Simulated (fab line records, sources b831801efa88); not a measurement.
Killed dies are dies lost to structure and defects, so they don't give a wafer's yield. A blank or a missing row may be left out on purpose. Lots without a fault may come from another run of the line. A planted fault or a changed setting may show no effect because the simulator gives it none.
fab line records | flow sky130
record lots=14 wafers=42 last_day=50
route steps=708 shown GATE_OXIDE@201 LDD_N@250 LDD_HVN@274
lots that met no fault: from a run of the same line without faults
start_h: hours from the record's first day to the start of the lot's first wafer shown | wait_h: hours since the lot's step before | " the same as in the row above | L1.1+2: a row that stands for several wafers | - no value, or no start given | * or withheld: withheld | < > ~ a bound
route shown NAME@n: a module of which the file shows steps, and the number in the route of the first | usual: mean/standard deviation of fault-free wafers | same: alike in all rows | chamber/n: place in a boat | sites: the reading at each site | _std_site: their standard deviation | _edge_site: outer sites' mean less inner sites' | radius_mm: how far each site lies from the wafer's centre | mask NAME#n: copy n | behind: the tool/chamber that last shaped the wafer | hold: why the lot was held/for how many hours/how that ended | device: the transistor (n, p or np) that didn't switch | end of line: the same wafers' tests at the end of the route | a step without rows: its recipe alone | killed: dies lost to structure and defects at the first sort, not the wafer's yield | map: a wafer's dies, x killed, . not, _ none there
set.NAME: the setting as run; set.NAME@STEP: as run at that earlier step | model.NAME: the simulator's own value behind a step, which no gauge read
steps of the route over a sample of lots; a table a step, a row a wafer
services: from which hour (start_h, from the record's first day; less than 0 if before it) a tool's chamber was out of use, for how many hours, and why
## steps
# step SKY_GATE_OXIDE_TW_MEAS_14
# usual GATE_OXIDE_TW=224.3/0.96
# columns lot.wafer tool chamber start_h wait_h GATE_OXIDE_TW
L614.1 film_metro-02 - 300.60 0.1 223.9
L614.5 " - " " 223.7
L614.6 " - " " 222.6
L615.1 film_metro-02 - 305.56 0.1 223.9
L615.2 " - " " 223.0
L615.5 " - " " 223.3
L617.2 film_metro-01 - 326.97 0.1 224.6
L617.4 " - " " 224.4
L617.5 " - " " 224.2
L622.3 film_metro-04 - 370.62 0.1 223.4
L622.4 " - " " 223.0
L622.5 " - " " 222.8
L623.4 film_metro-02 - 386.72 0.1 223.9
L623.5 " - " " 223.8
L623.6 " - " " 225.6
L628.1 film_metro-01 - 426.31 0.1 226.1
L628.2 " - " " 223.7
L628.5 " - " " 225.3
L629.2 film_metro-02 - 439.67 0.1 223.2
L629.3 " - " " 221.9
L629.5 " - " " 221.5
L630.3 film_metro-04 - 447.32 0.1 225.1
L630.4 " - " " 224.8
L630.6 " - " " 225.5
L632.2 film_metro-01 - 474.92 0.1 224.6
L632.3 " - " " 226.7
L632.6 " - " " 225.4
L633.1 film_metro-04 - 479.02 0.1 223.7
L633.2 " - " " 223.9
L633.3 " - " " 224.9
L635.2 film_metro-04 - 484.15 0.1 224.9
L635.3 " - " " 225.1
L635.5 " - " " 224.7
L634.2 film_metro-04 - 488.86 0.1 226.0
L634.4 " - " " 224.3
L634.6 " - " " 224.3
L636.2 film_metro-01 - 497.12 0.1 224.9
L636.3 " - " " 224.3
L636.5 " - " " 224.6
L637.2 film_metro-04 - 510.81 0.1 224.8
L637.5 " - " " 226.4
L637.6 " - " " 225.3
# step SKY_LDD_N_IMPLANT_13
# recipe species=BF2 energy_kev=50 dose_cm2=5e+12 tilt_deg=30 rotation_deg=90
# usual beam_energy_keV=49.997/0.017 beam_on_s=9.99/0.2 faraday_current_uA=28.2/0.57 implant_ion_amu=49/0
# columns lot.wafer tool chamber start_h wait_h beam_energy_keV beam_on_s faraday_current_uA implant_ion_amu
L614.1 implanter-01 0 397.10 0.1 49.984 9.79 28.8 49
L614.5 " 0 " " 49.987 10.23 27.6 49
L614.6 " 0 " " 49.988 10.35 27.3 49
L615.1 implanter-02 0 404.20 0.1 50.001 10.62 26.5 49
L615.2 " 0 " " 49.983 9.77 28.9 49
L615.5 " 0 " " 49.977 9.95 28.4 49
L617.2 implanter-04 0 422.92 0.1 49.971 9.95 28.3 49
L617.4 " 0 " " 50.005 10.24 27.6 49
L617.5 " 0 " " 49.988 9.50 29.7 49
L622.3 implanter-02 - 468.00 0.1 - - - -
L622.4 " - " " - - - -
L622.5 " - " " - - - -
L623.4 implanter-04 - 485.77 0.1 - - - -
L623.5 " - " " - - - -
L623.6 " - " " - - - -
L628.1 implanter-04 0 528.15 0.1 50.001 9.96 28.3 49
L628.2 " 0 " " 49.989 9.75 29.0 49
L628.5 " 0 " " 49.998 9.75 29.0 49
L629.2 implanter-02 0 580.07 0.1 49.989 10.20 27.7 49
L629.3 " 0 " " 49.996 9.89 28.4 49
L629.5 " 0 " " 49.966 9.75 28.9 49
L630.3 implanter-04 0 581.34 0.1 50.004 10.03 28.2 49
L630.4 " 0 " " 50.003 9.98 28.3 49
L630.6 " 0 " " 50.026 10.19 27.9 49
L632.2 implanter-01 0 581.67 0.1 50.000 9.97 28.4 49
L632.3 " 0 " " 50.022 9.90 28.5 49
L632.6 " 0 " " 50.014 10.28 27.4 49
L633.1 implanter-02 0 581.95 0.1 50.007 10.01 28.3 49
L633.2 " 0 " " 50.012 10.04 28.1 49
L633.3 " 0 " " 49.994 10.02 28.1 49
L635.2 implanter-04 0 588.06 0.1 49.970 10.18 27.7 49
L635.3 " 0 " " 50.001 10.29 27.3 49
L635.5 " 0 " " 49.982 10.08 28.0 49
L634.2 implanter-01 0 588.67 0.1 49.983 10.31 27.4 49
L634.4 " 0 " " 49.991 9.94 28.3 49
L634.6 " 0 " " 49.984 9.76 28.6 49
L636.2 implanter-02 0 591.71 0.1 49.985 10.00 28.0 49
L636.3 " 0 " " 50.012 10.04 28.1 49
L636.5 " 0 " " 49.962 10.05 28.0 49
L637.2 implanter-04 0 606.52 0.1 50.009 10.03 28.2 49
L637.5 " 0 " " 49.989 9.99 28.2 49
L637.6 " 0 " " 49.987 9.75 29.0 49
# step SKY_LDD_HVN_OVL_MEAS_07
# usual LDD_HVN_OVL=0.5/1.4
# columns lot.wafer tool chamber start_h wait_h LDD_HVN_OVL[nm]
L614.1 overlay-01 - 458.65 0.1 3.4
L614.5 " - " " 1.5
L614.6 " - " " 1.4
L615.1 overlay-02 - 470.55 0.1 -0.6
L615.2 " - " " 2.3
L615.5 " - " " -1.2
L617.2 overlay-02 - 483.66 0.1 -2.6
L617.4 " - " " -1.4
L617.5 " - " " -1.4
L628.1 overlay-01 - 587.80 0.1 0.4
L628.2 " - " " 1.2
L628.5 " - " " -0.6
L629.2 overlay-01 - 638.82 0.1 -0.6
L629.3 " - " " 0.9
L629.5 " - " " -0.6
L630.3 overlay-01 - 640.31 0.1 2.1
L630.4 " - " " 0.9
L630.6 " - " " 1.0
L632.2 overlay-01 - 640.61 0.1 2.1
L632.3 " - " " 2.2
L632.6 " - " " 0.4
L633.1 overlay-02 - 640.66 0.1 0.3
L633.2 " - " " -1.0
L633.3 " - " " 0.1
L635.2 overlay-01 - 646.66 0.1 -2.1
L635.3 " - " " -1.9
L635.5 " - " " 0.0
L634.2 overlay-02 - 646.96 0.1 1.9
L634.4 " - " " 1.6
L634.6 " - " " 2.3
L636.2 overlay-02 - 649.76 0.1 1.1
L636.3 " - " " 1.2
L636.5 " - " " 1.5
L637.2 overlay-02 - 664.06 0.1 0.8
L637.5 " - " " 0.0
L637.6 " - " " -0.4
# step SKY_LDD_HVN_TW_MEAS_10
# usual LDD_HVN_TW=1445/11
# columns lot.wafer tool chamber start_h wait_h LDD_HVN_TW
L614.1 film_metro-01 - 458.94 0.1 1436
L614.5 " - " " 1442
L614.6 " - " " 1435
L615.1 film_metro-03 - 470.84 0.1 1454
L615.2 " - " " 1458
L615.5 " - " " 1446
L617.2 film_metro-01 - 483.95 0.1 1444
L617.4 " - " " 1441
L617.5 " - " " 1444
L628.1 film_metro-04 - 588.09 0.1 1446
L628.2 " - " " 1441
L628.5 " - " " 1451
L629.2 film_metro-01 - 639.11 0.1 1423
L629.3 " - " " 1427
L629.5 " - " " 1428
L630.3 film_metro-01 - 640.61 0.1 1427
L630.4 " - " " 1436
L630.6 " - " " 1425
L632.2 film_metro-04 - 640.90 0.1 1454
L632.3 " - " " 1445
L632.6 " - " " 1453
L633.1 film_metro-03 - 640.95 0.1 1450
L633.2 " - " " 1451
L633.3 " - " " 1452
L635.2 film_metro-04 - 646.95 0.1 1443
L635.3 " - " " 1450
L635.5 " - " " 1449
L634.2 film_metro-01 - 647.25 0.1 1428
L634.4 " - " " 1429
L634.6 " - " " 1416
L636.2 film_metro-01 - 650.05 0.1 1425
L636.3 " - " " 1434
L636.5 " - " " 1423
L637.2 film_metro-03 - 664.35 0.1 1455
L637.5 " - " " 1450
L637.6 " - " " 1448
## services
# columns tool chamber start_h hours kind
implanter-04 - 378.58 6.3 repair
implanter-04 - 382.54 20.9 repair
implanter-02 - 392.20 3.5 pm
implanter-04 - 436.30 6.6 repair
implanter-02 - 447.40 4.3 pm
implanter-04 - 572.73 1.3 repair
implanter-04 - 584.14 1.6 repair
## key
first_sign step=SKY_LDD_N_IMPLANT_13 reading=tool_record direction=missing
effect none on later readings
met_at SKY_LDD_N_IMPLANT_13
struck_lots L622,L623
later_rows_left_out L622.3,L622.4,L622.5,L623.4,L623.5,L623.6
sort_left_out L622.3,L622.4,L622.5,L623.4,L623.5,L623.6
tester_left_out L622,L623
not_acting_at SKY_GATE_OXIDE_TW_MEAS_14,SKY_LDD_HVN_OVL_MEAS_07,SKY_LDD_HVN_TW_MEAS_10
onset_between 422.92 468.00
fault kind=skipped_step_whole tool=implanter-02,implanter-04 chamber=- onset_h=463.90 steps=SKY_LDD_N_IMPLANT_13 scope=struck_lots_only
# tester_left_out: of these lots the tester's yield and bins aren't shown, on N5 and GAA mostly nor the transistor test; their killed dies are dies lost to structure and defects alone, not to doping, threshold or leakage, so they don't give the yield
# sort_left_out: the simulated sort isn't trusted on such a fault, so these wafers' sort isn't shown, and their yield isn't known
# later_rows_left_out: the simulator's readings of these wafers behind a module that went badly wrong aren't trusted and aren't shown, but for the sort
